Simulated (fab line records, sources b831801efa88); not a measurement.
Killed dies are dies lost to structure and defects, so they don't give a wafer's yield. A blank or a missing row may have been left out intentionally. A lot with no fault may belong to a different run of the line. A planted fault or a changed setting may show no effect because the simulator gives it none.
Which of the tools did it? :: flow sky130 :: route of 708 steps, sampled at 1 step: 12 lots, 36 wafers

WHAT THE GAUGES READ, wafer by wafer
SKY_FIELD_ISO_THK_MEAS_25.
lot: L075
measured: day 2 21:35
on: film_metro-04
FIELD_ISO_CVD_24_THK (nm): 588 590 597

lot: L077
measured: day 3 07:20
on: film_metro-02
FIELD_ISO_CVD_24_THK (nm): 596 601 594

lot: L079
measured: day 3 17:11
on: film_metro-03
FIELD_ISO_CVD_24_THK (nm): 591 587 593

lot: L081
measured: day 3 21:21
on: film_metro-02
FIELD_ISO_CVD_24_THK (nm): 594 590 588

lot: L083
measured: day 4 08:47
on: film_metro-02
FIELD_ISO_CVD_24_THK (nm): 598 605 599

lot: L085
measured: day 4 18:14
on: film_metro-02
FIELD_ISO_CVD_24_THK (nm): 594 598 599

lot: L087
measured: day 5 07:15
on: film_metro-04
FIELD_ISO_CVD_24_THK (nm): 595 598 588

lot: L089
measured: day 5 14:14
on: film_metro-04
FIELD_ISO_CVD_24_THK (nm): 589 591 584

lot: L091
measured: day 5 22:55
on: film_metro-03
FIELD_ISO_CVD_24_THK (nm): 594 586 584

lot: L093
measured: day 6 10:17
on: film_metro-04
FIELD_ISO_CVD_24_THK (nm): 590 594 591

lot: L095
measured: day 6 19:40
on: film_metro-02
FIELD_ISO_CVD_24_THK (nm): 591 588 584

lot: L097
measured: day 7 10:56
on: film_metro-02
FIELD_ISO_CVD_24_THK (nm): 587 582 590

EACH LOT AND THE TOOL THAT RAN IT (in order: tool; ch and the chambers of the sampled wafers; start)
The record holds no process step before these readings.

THE ANSWER, worked out from the rows above alone
Rule: the lots themselves supply what counts as usual. The widest of any qualifying gaps counts: lots, ordered by their means at a reading, are off when they make up no more than a third of the lots, leave a main group of 4 or more, and stand apart from it by 3 or more times the standard deviation of that group's means. Not used: any main group whose means are identical at the precision the tables above print for the reading. A lot without any number at a reading at which 4 lots or more have one is off too. All remaining lots with rows at the step are treated as sound.
No lot is off at any reading shown: from this, nothing can be told.

WHAT THE SIMULATOR HAD PUT IN
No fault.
